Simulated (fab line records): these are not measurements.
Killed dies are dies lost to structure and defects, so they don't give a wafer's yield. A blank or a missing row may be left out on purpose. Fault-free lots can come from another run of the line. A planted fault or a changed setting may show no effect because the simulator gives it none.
fab line records + flow sky130
record:
- lots: 7
- wafers: 21
- lastDay: 50
route steps=708 shown VIA2@509 PAD_OPEN@708
lots that met no fault: taken from a fault-free run of the same line
startH: hours from the record's opening day to when the first of the lot's shown wafers began + waitH: hours elapsed since this lot's preceding step + " unchanged from the row above + L1.1+2: one row covering several wafers at once + - no value, or no start was given + * or withheld: withheld + < > ~ a bound
route shown NAME@n: a module of which the file shows steps, and the number in the route of the first + usual: mean and standard deviation over wafers with no fault + same: alike in all rows + chamber/n: place in a boat + sites: per-site readings + _std_site: standard deviation of those values + _edge_site: inner sites' mean taken away from outer sites' mean + radiusMm: for every site, how far away it sits from the centre of the wafer + mask NAME#n: copy n + behind: the most recent tool/chamber to have shaped the wafer + hold: cause of the lot's hold/its duration in hours/its outcome + device: which transistor (n, p or np) failed to switch + end of line: at the end of the route, the tests of the same wafers + a step with no rows: only its recipe + killed: not the wafer's yield, but the dies lost to structure and defects at the first sort + map: dies across one wafer; x = killed, . = not, _ = none there
set.NAME: setting as actually run; set.NAME@STEP: the setting as run at that earlier step + model.NAME: the simulator's own value behind a step, which no gauge read
certain route steps with their lots: each step a table, each wafer a row
services: a tool's chamber out of use, with start hour (startH, from the record's first day; less than 0 if before it), hours out, and reason
== steps ==
step: SKY_VIA2_CMP_02
recipe:
- material: SiO2
- downForcePsi: 4
- platenRpm: 60
- padVelocityMS: 0.94248
usual:
- motorCurrentA: 11.2/0.95
| lot.wafer | tool   | chamber | startH | waitH | motorCurrentA |
|-----------|--------|---------|--------|-------|---------------|
| L505.1    | cmp-01 | 3       | 829.19 | 0.1   | 12.0          |
| L505.4    | "      | 1       | "      | "     | 10.8          |
| L505.5    | "      | 2       | "      | "     | 9.3           |
| L507.2    | cmp-01 | 1       | 882.31 | 0.1   | 10.7          |
| L507.3    | "      | 2       | "      | "     | 9.8           |
| L507.1    | "      | 3       | "      | "     | 11.3          |
| L512.2    | cmp-02 | 0       | 902.82 | 0.0   | 11.3          |
| L512.1    | "      | 2       | "      | "     | 11.1          |
| L512.6    | "      | 1       | "      | "     | 11.0          |
| L514.3    | cmp-01 | 2       | 918.02 | 0.0   | 9.1           |
| L514.2    | "      | 3       | "      | "     | 11.9          |
| L514.4    | "      | 0       | "      | "     | 13.0          |
| L516.4    | cmp-02 | 0       | 921.67 | 0.0   | 10.3          |
| L516.1    | "      | 1       | "      | "     | 11.3          |
| L516.5    | "      | 0       | "      | "     | 10.9          |
| L525.2    | cmp-01 | 2       | 978.76 | 0.0   | 9.6           |
| L525.3    | "      | 3       | "      | "     | 11.4          |
| L525.5    | "      | 2       | "      | "     | 9.3           |
| L526.4    | cmp-02 | 0       | 985.66 | 0.2   | 10.8          |
| L526.6    | "      | 1       | "      | "     | 10.8          |
| L526.5    | "      | 2       | "      | "     | 11.8          |
step: SKY_VIA2_BOW_MEAS_03
recipe:
- mode: bow
usual:
- VIA2_BOW: 85/7.4
| lot.wafer | tool         | chamber | startH | waitH | VIA2_BOW[um] |
|-----------|--------------|---------|--------|-------|--------------|
| L505.1    | filmMetro-04 | -       | 829.44 | 0.2   | 98           |
| L505.4    | "            | -       | "      | "     | 91           |
| L505.5    | "            | -       | "      | "     | 92           |
| L507.1    | filmMetro-03 | -       | 882.56 | 0.1   | 89           |
| L507.2    | "            | -       | "      | "     | 90           |
| L507.3    | "            | -       | "      | "     | 79           |
| L512.1    | filmMetro-03 | -       | 903.12 | 0.1   | 77           |
| L512.2    | "            | -       | "      | "     | 78           |
| L512.6    | "            | -       | "      | "     | 78           |
| L514.2    | filmMetro-04 | -       | 918.34 | 0.2   | 81           |
| L514.3    | "            | -       | "      | "     | 89           |
| L514.4    | "            | -       | "      | "     | 85           |
| L516.1    | filmMetro-01 | -       | 921.97 | 0.2   | 76           |
| L516.4    | "            | -       | "      | "     | 86           |
| L516.5    | "            | -       | "      | "     | 79           |
| L525.2    | filmMetro-04 | -       | 979.08 | 0.3   | 83           |
| L525.3    | "            | -       | "      | "     | 83           |
| L525.5    | "            | -       | "      | "     | 105          |
| L526.4    | filmMetro-03 | -       | 985.87 | 0.2   | 86           |
| L526.5    | "            | -       | "      | "     | 90           |
| L526.6    | "            | -       | "      | "     | 94           |
step: SKY_VIA2_DEHYDRATE_04
recipe:
- tempC: 200
- timeS: 60
step: SKY_VIA2_HMDS_05
recipe:
- primeTimeS: 60
- primeTempC: 120
step: SKY_VIA2_COAT_06
recipe:
- resist: BARC
- tempC: withheld
- timeS: withheld
- spinRpm: 3000
- resistThkNm: 60
step: SKY_VIA2_COAT_07
recipe:
- resist: KrF-thick
- spinRpm: 3000
- resistThkNm: 450
step: SKY_VIA2_SOFTBAKE_08
recipe:
- tempC: 100
- timeS: 90
- resist: KrF-thick
step: SKY_VIA2_EXPOSE_09
recipe:
- maskId: VIM2
- na: 0.8
- sourceShape: annular
- sigmaInner: 0.55
- sigmaOuter: 0.85
- targetCdNm: 200
- doseMj: 38
step: SKY_VIA2_PEB_10
recipe:
- pebTempC: withheld
- pebTimeS: withheld
- resist: KrF-thick
step: SKY_VIA2_DEVELOP_11
recipe:
- developTimeS: 60
- resist: KrF-thick
- devTempC: 21
step: SKY_VIA2_CD_MEAS_12
recipe:
- targetCdNm: 200
usual:
- cdNm: 200.6/1.4
| lot.wafer | tool     | chamber | startH  | waitH | cdNm  |
|-----------|----------|---------|---------|-------|-------|
| L505.1    | cdSem-01 | -       | 856.05  | -     | 200.5 |
| L505.4    | "        | -       | "       | "     | 199.4 |
| L505.5    | "        | -       | "       | "     | 199.2 |
| L507.1    | cdSem-01 | -       | 907.92  | -     | 201.8 |
| L507.2    | "        | -       | "       | "     | 201.2 |
| L507.3    | "        | -       | "       | "     | 201.4 |
| L512.1    | cdSem-01 | -       | 927.86  | -     | 202.1 |
| L512.2    | "        | -       | "       | "     | 200.9 |
| L512.6    | "        | -       | "       | "     | 200.9 |
| L514.2    | cdSem-01 | -       | 941.98  | -     | 201.2 |
| L514.3    | "        | -       | "       | "     | 200.2 |
| L514.4    | "        | -       | "       | "     | 200.4 |
| L516.1    | cdSem-02 | -       | 946.20  | -     | 201.9 |
| L516.4    | "        | -       | "       | "     | 201.7 |
| L516.5    | "        | -       | "       | "     | 200.4 |
| L525.2    | cdSem-01 | -       | 1001.92 | -     | 200.1 |
| L525.3    | "        | -       | "       | "     | 200.9 |
| L525.5    | "        | -       | "       | "     | 199.2 |
| L526.4    | cdSem-02 | -       | 1009.07 | -     | 200.5 |
| L526.5    | "        | -       | "       | "     | 200.1 |
| L526.6    | "        | -       | "       | "     | 199.4 |
step: SKY_VIA2_OVL_MEAS_13
usual:
- VIA2_OVL: -1/5.2
| lot.wafer | tool       | chamber | startH  | waitH | VIA2_OVL[nm] |
|-----------|------------|---------|---------|-------|--------------|
| L505.1    | overlay-02 | -       | 856.17  | 0.1   | 3            |
| L505.4    | "          | -       | "       | "     | 5            |
| L505.5    | "          | -       | "       | "     | 3            |
| L507.1    | overlay-02 | -       | 908.04  | 0.1   | -5           |
| L507.2    | "          | -       | "       | "     | 0            |
| L507.3    | "          | -       | "       | "     | -6           |
| L512.1    | overlay-02 | -       | 927.98  | 0.1   | -6           |
| L512.2    | "          | -       | "       | "     | -2           |
| L512.6    | "          | -       | "       | "     | -3           |
| L514.2    | overlay-02 | -       | 942.09  | 0.1   | -8           |
| L514.3    | "          | -       | "       | "     | -4           |
| L514.4    | "          | -       | "       | "     | -9           |
| L516.1    | overlay-02 | -       | 946.32  | 0.1   | 5            |
| L516.4    | "          | -       | "       | "     | 4            |
| L516.5    | "          | -       | "       | "     | 9            |
| L525.2    | overlay-02 | -       | 1002.02 | 0.1   | -1           |
| L525.3    | "          | -       | "       | "     | 0            |
| L525.5    | "          | -       | "       | "     | -3           |
| L526.4    | overlay-01 | -       | 1009.15 | 0.1   | -3           |
| L526.5    | "          | -       | "       | "     | 2            |
| L526.6    | "          | -       | "       | "     | -1           |
step: SKY_VIA2_ETCH_14
recipe:
- chemistry: N2/H2
- target: BARC
- ionEnergyEv: 200
- sourceW: 500
- biasW: 100
- pressureMtorr: 30
- n2FlowSccm: 100
- h2FlowSccm: 200
- stopOn: SiO2
- timeS: 45.9
- targetDepthA: 600
usual:
- biasW: 100.00/0.29
- chamberPressureMTorr: 30.000/0.026
- drypumpMotorCurrentA: 5.9/0.55
- oesProductAu: 0.854/0.0053
- throttleValvePct: 13.225/0.0097
| lot.wafer | tool       | chamber | startH  | waitH | biasW  | chamberPressureMTorr | drypumpMotorCurrentA | oesProductAu | rfHoursCounterH | throttleValvePct |
|-----------|------------|---------|---------|-------|--------|----------------------|----------------------|--------------|-----------------|------------------|
| L505.1    | rieDiel-02 | 1       | 856.21  | 0.0   | 99.64  | 29.972               | 6.4                  | 0.856        | 2               | 13.231           |
| L505.4    | "          | 3       | "       | "     | 100.16 | 29.998               | 6.5                  | 0.862        | 11              | 13.222           |
| L505.5    | "          | 3       | "       | "     | 100.37 | 29.967               | 6.5                  | 0.849        | -               | 13.230           |
| L507.1    | rieDiel-01 | 3       | 908.08  | 0.0   | 100.25 | 29.984               | 6.3                  | 0.858        | 22              | 13.219           |
| L507.2    | "          | 2       | "       | "     | 100.64 | 29.986               | 4.9                  | 0.852        | 9               | 13.236           |
| L507.3    | "          | 0       | "       | "     | 99.90  | 30.031               | 4.8                  | 0.844        | 6               | 13.234           |
| L512.1    | rieDiel-02 | 0       | 928.02  | 0.0   | 88.92  | 30.006               | 5.9                  | 0.846        | 10              | 13.212           |
| L512.2    | "          | 1       | "       | "     | 100.17 | 30.014               | 6.4                  | 0.858        | 4               | 13.219           |
| L512.6    | "          | 1       | "       | "     | 99.96  | 29.987               | 6.4                  | 0.852        | -               | 13.212           |
| L514.2    | rieDiel-02 | 0       | 942.12  | 0.0   | 89.07  | 30.042               | 5.8                  | 0.854        | 10              | 13.221           |
| L514.3    | "          | 1       | "       | "     | 99.77  | 29.962               | 6.4                  | 0.849        | 4               | 13.230           |
| L514.4    | "          | 2       | "       | "     | 100.29 | 30.012               | 6.2                  | 0.849        | 12              | 13.224           |
| L516.1    | rieDiel-02 | 0       | 946.35  | 0.0   | 88.64  | 29.994               | 5.8                  | 0.854        | 10              | 13.245           |
| L516.4    | "          | 3       | "       | "     | 99.80  | 30.011               | 6.6                  | 0.859        | 13              | 13.213           |
| L516.5    | "          | 1       | "       | "     | 99.94  | 30.002               | 6.4                  | 0.851        | -               | 13.227           |
| L525.2    | rieDiel-01 | 0       | 1002.05 | 0.0   | 99.79  | 30.009               | 4.8                  | 0.855        | 9               | 13.210           |
| L525.3    | "          | 1       | "       | "     | 99.60  | 29.986               | 5.9                  | 0.859        | 13              | 13.217           |
| L525.5    | "          | 2       | "       | "     | 100.48 | 30.001               | 4.9                  | 0.860        | -               | 13.210           |
| L526.4    | rieDiel-04 | 1       | 1009.17 | 0.0   | 99.89  | 29.981               | 6.3                  | 0.859        | 21              | 13.235           |
| L526.5    | "          | 2       | "       | "     | 99.54  | 30.015               | 5.5                  | 0.842        | -               | 13.240           |
| L526.6    | "          | 3       | "       | "     | 100.23 | 30.009               | 6.2                  | 0.851        | -               | 13.226           |
step: SKY_VIA2_ETCH_15
recipe:
- target: SiO2
- chemistry: C4F8/O2/Ar
- targetDepthNm: 546
- stopOn: TiN
- maskMaterial: KrF-thick
- sourceW: 1500
- biasW: 1200
- pressureMtorr: 40
- c4f8FlowSccm: withheld
- O2_flow_sccm: 6
- Ar_flow_sccm: 300
- timeS: 84
usual:
- biasW: 1200/3.5
- chamberPressureMTorr: 40.00/0.036
- oesProductAu: 0.940/0.0048
| lot.wafer | tool       | chamber | startH  | waitH | biasW | chamberPressureMTorr | oesProductAu | rfHoursCounterH |
|-----------|------------|---------|---------|-------|-------|----------------------|--------------|-----------------|
| L505.1    | rieDiel-02 | 1       | 856.25  | 0.0   | 1199  | 40.03                | 0.947        | 2               |
| L505.4    | "          | 3       | "       | "     | 1205  | 40.01                | 0.945        | 11              |
| L505.5    | "          | 3       | "       | "     | 1202  | 40.00                | 0.938        | -               |
| L507.1    | rieDiel-01 | 3       | 908.12  | 0.0   | 1200  | 40.07                | 0.941        | 22              |
| L507.2    | "          | 2       | "       | "     | 1195  | 39.97                | 0.936        | 10              |
| L507.3    | "          | 0       | "       | "     | 1206  | 40.00                | 0.948        | 6               |
| L512.1    | rieDiel-02 | 0       | 928.06  | 0.0   | 1201  | 40.02                | 0.944        | 10              |
| L512.2    | "          | 1       | "       | "     | 1200  | 39.98                | 0.939        | 4               |
| L512.6    | "          | 1       | "       | "     | 1197  | 40.08                | 0.945        | -               |
| L514.2    | rieDiel-02 | 0       | 942.16  | 0.0   | 1198  | 39.91                | 0.942        | 10              |
| L514.3    | "          | 1       | "       | "     | 1201  | 40.03                | 0.938        | 5               |
| L514.4    | "          | 2       | "       | "     | 1201  | 40.02                | 0.946        | 12              |
| L516.1    | rieDiel-02 | 0       | 946.39  | 0.0   | 1198  | 40.03                | 0.933        | 10              |
| L516.4    | "          | 3       | "       | "     | 1202  | 40.03                | 0.937        | 13              |
| L516.5    | "          | 1       | "       | "     | 1202  | 40.01                | 0.935        | -               |
| L525.2    | rieDiel-01 | 0       | 1002.09 | 0.0   | 1209  | 40.02                | 0.935        | 9               |
| L525.3    | "          | 1       | "       | "     | 1199  | 39.95                | 0.937        | 13              |
| L525.5    | "          | 2       | "       | "     | 1198  | 40.05                | 0.941        | -               |
| L526.4    | rieDiel-04 | 1       | 1009.21 | 0.0   | 1193  | 39.95                | 0.951        | 21              |
| L526.5    | "          | 2       | "       | "     | 1198  | 40.05                | 0.939        | -               |
| L526.6    | "          | 3       | "       | "     | 1200  | 39.99                | 0.928        | -               |
step: SKY_PAD_OPEN_PROBE_99
usual:
- defectLimitedYield: 82.4/1.9
- killed_at_M0_to_M3: 44/7.2
- killed_at_M4_up: 3.2/1.8
- killedAtContacts: 24/5.4
- killedAtFrontEnd: 15/4
- killedAtOther: 0.3/0.56
- killedDies: 87/9.2
- killedOpen: 47/7.3
- killedShort: 39/5.7
- sort_bin_3_pad_short: 0.9/0.45
- sort_bin_5_function: 10.6/1.5
- sort_bin_6_memory: 6.2/1.1
- sortNPass: 405/9.2
- sortYieldPct: 82.4/1.9
same:
- grossDies: 492
- killedAtBackSide: 0
- sort_bin_4_leakage[%]: 0
- sort_bin_8_speed[%]: 0
| lot.wafer | tool      | chamber | startH  | waitH | defectLimitedYield[%] | killed_at_M0_to_M3 | killed_at_M4_up | killedAtContacts | killedAtFrontEnd | killedAtOther | killedDies | killedOpen | killedShort | sort_bin_3_pad_short[%] | sort_bin_5_function[%] | sort_bin_6_memory[%] | sortNPass | sortYieldPct[%] |
|-----------|-----------|---------|---------|-------|-----------------------|--------------------|-----------------|------------------|------------------|---------------|------------|------------|-------------|-------------------------|------------------------|----------------------|-----------|-----------------|
| L507.1    | prober-01 | -       | 1121.91 | 0.1   | 81.5                  | 59                 | 2               | 19               | 11               | 0             | 91         | 57         | 34          | 0.2                     | 11.4                   | 6.9                  | 401       | 81.5            |
| L507.2    | prober-01 | -       | 1121.96 | 0.1   | 78.9                  | 67                 | 2               | 23               | 12               | 0             | 104        | 63         | 40          | 1.2                     | 11.2                   | 8.7                  | 388       | 78.9            |
| L507.3    | prober-01 | -       | 1122.01 | 0.2   | 82.1                  | 48                 | 0               | 26               | 13               | 1             | 88         | 44         | 43          | 0.8                     | 10.8                   | 6.3                  | 404       | 82.1            |
| L512.1    | prober-02 | -       | 1139.66 | 0.1   | 80.7                  | 51                 | 2               | 27               | 15               | 0             | 95         | 57         | 38          | 0.6                     | 11.4                   | 7.3                  | 397       | 80.7            |
| L512.2    | prober-02 | -       | 1139.71 | 0.1   | 82.5                  | 44                 | 3               | 18               | 20               | 1             | 86         | 44         | 42          | 0.8                     | 10.0                   | 6.7                  | 406       | 82.5            |
| L512.6    | prober-02 | -       | 1139.91 | 0.2   | 78.7                  | 45                 | 5               | 39               | 16               | 0             | 105        | 55         | 50          | 1.2                     | 13.4                   | 6.7                  | 387       | 78.7            |
| L516.1    | prober-01 | -       | 1152.51 | 0.1   | 86.0                  | 37                 | 3               | 17               | 12               | 0             | 69         | 40         | 28          | 0.2                     | 8.7                    | 5.1                  | 423       | 86.0            |
| L516.4    | prober-01 | -       | 1152.66 | 0.2   | 85.6                  | 34                 | 0               | 23               | 14               | 0             | 71         | 35         | 36          | 0.4                     | 8.5                    | 5.5                  | 421       | 85.6            |
| L516.5    | prober-01 | -       | 1152.71 | 0.2   | 80.5                  | 54                 | 2               | 27               | 13               | 0             | 96         | 55         | 41          | 0.8                     | 11.4                   | 7.3                  | 396       | 80.5            |
killed by level:class
L507.1 VIA1:geometricParticle:open=16 VIA3:geometricParticle:open=8 LI_CONTACT:geometricParticle:open=8 CONTACT:geometricParticle:open=8 VIA1:geometricParticle:short=5 METAL1:geometricParticle:short=5 METAL2:geometricParticle:short=5 VIA2:geometricParticle:open=5
L507.2 VIA1:geometricParticle:open=24 CONTACT:geometricParticle:open=9 LI_CONTACT:geometricParticle:open=7 VIA2:geometricParticle:open=7 VIA1:geometricParticle:short=7 METAL1:geometricParticle:short=6 VIA3:geometricParticle:short=6 FIELD_ISO:geometricParticle:open=4
L507.3 VIA1:geometricParticle:open=13 CONTACT:geometricParticle:open=9 POLY_GATE:geometricParticle:short=7 VIA1:geometricParticle:short=7 LI_CONTACT:geometricParticle:open=6 VIA2:geometricParticle:open=6 CONTACT:geometricParticle:short=5 LOCAL_INTERCONNECT:geometricParticle:short=4
L512.1 CONTACT:geometricParticle:open=12 VIA1:geometricParticle:open=11 VIA2:geometricParticle:open=10 METAL2:geometricParticle:short=8 FIELD_ISO:geometricParticle:open=7 CONTACT:geometricParticle:short=6 METAL1:geometricParticle:short=5 LOCAL_INTERCONNECT:geometricParticle:short=4
L512.2 VIA1:geometricParticle:open=13 CONTACT:geometricParticle:open=8 VIA3:geometricParticle:open=8 FIELD_ISO:geometricParticle:short=7 VIA2:geometricParticle:open=6 POLY_GATE:geometricParticle:short=4 POLY_GATE:geometricParticle:open=4 CONTACT:geometricParticle:short=4
L512.6 CONTACT:geometricParticle:open=13 LOCAL_INTERCONNECT:geometricParticle:short=9 VIA1:geometricParticle:open=9 VIA1:geometricParticle:short=8 LI_CONTACT:geometricParticle:open=8 CONTACT:geometricParticle:short=7 FIELD_ISO:geometricParticle:open=6 METAL2:geometricParticle:short=4
L516.1 VIA1:geometricParticle:open=12 CONTACT:geometricParticle:short=5 VIA2:geometricParticle:open=5 LI_CONTACT:geometricParticle:open=4 LOCAL_INTERCONNECT:geometricParticle:short=4 CONTACT:geometricParticle:open=4 METAL2:geometricParticle:short=4 POLY_GATE:geometricParticle:open=3
L516.4 VIA1:geometricParticle:open=8 CONTACT:geometricParticle:open=7 FIELD_ISO:geometricParticle:short=6 LI_CONTACT:geometricParticle:open=6 LOCAL_INTERCONNECT:geometricParticle:short=5 METAL2:geometricParticle:short=5 VIA3:geometricParticle:open=5 CONTACT:geometricParticle:short=4
L516.5 VIA1:geometricParticle:open=12 CONTACT:geometricParticle:short=8 VIA3:geometricParticle:open=8 CONTACT:geometricParticle:open=8 VIA2:geometricParticle:open=8 METAL1:geometricParticle:short=7 VIA1:geometricParticle:short=6 LI_CONTACT:geometricParticle:open=5
== services ==
| tool       | chamber | startH  | hours | kind                          |
|------------|---------|---------|-------|-------------------------------|
| rieDiel-02 | 1       | 833.92  | 10.2  | repair                        |
| rieDiel-04 | 1       | 844.44  | 16.2  | repair                        |
| rieDiel-01 | 0       | 878.28  | 12.3  | repair                        |
| cmp-01     | -       | 894.05  | 0.2   | repair                        |
| rieDiel-04 | 3       | 910.51  | 33.5  | repair                        |
| rieDiel-01 | 3       | 911.58  | 3.2   | repair                        |
| cmp-01     | -       | 912.13  | 4.0   | pm                            |
| cmp-01     | -       | 916.13  | -     | consumableReplace:conditioner |
| cmp-01     | -       | 916.13  | -     | consumableReplace:pad         |
| rieDiel-01 | -       | 916.71  | 4.3   | pm                            |
| rieDiel-02 | 3       | 923.00  | 10.9  | repair                        |
| cmp-01     | -       | 928.51  | 1.8   | repair                        |
| rieDiel-01 | 1       | 944.63  | 5.4   | repair                        |
| cmp-02     | -       | 944.85  | 2.2   | repair                        |
| cmp-01     | -       | 956.91  | 4.2   | pm                            |
| cmp-01     | -       | 965.56  | 3.6   | repair                        |
| rieDiel-01 | 1       | 1004.25 | 10.0  | repair                        |
== key ==
firstSign:
- step: SKY_VIA2_ETCH_14
- reading: biasW
- direction: down
- sigmas: 38
- usual: 100.00
- struck: 88.87
effect none on later readings
metAt SKY_VIA2_ETCH_14
struckWafers L512.1,L514.2,L516.1
fault:
- kind: processParameterDrift
- tool: rieDiel-02
- chamber: 0
- onsetH: 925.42
- steps: SKY_VIA2_ETCH_14
- channel: biasW
- offset: -11.139
- shape: step
- endH: 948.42
- actsIn: theseRecipesOnly
- stated: 100
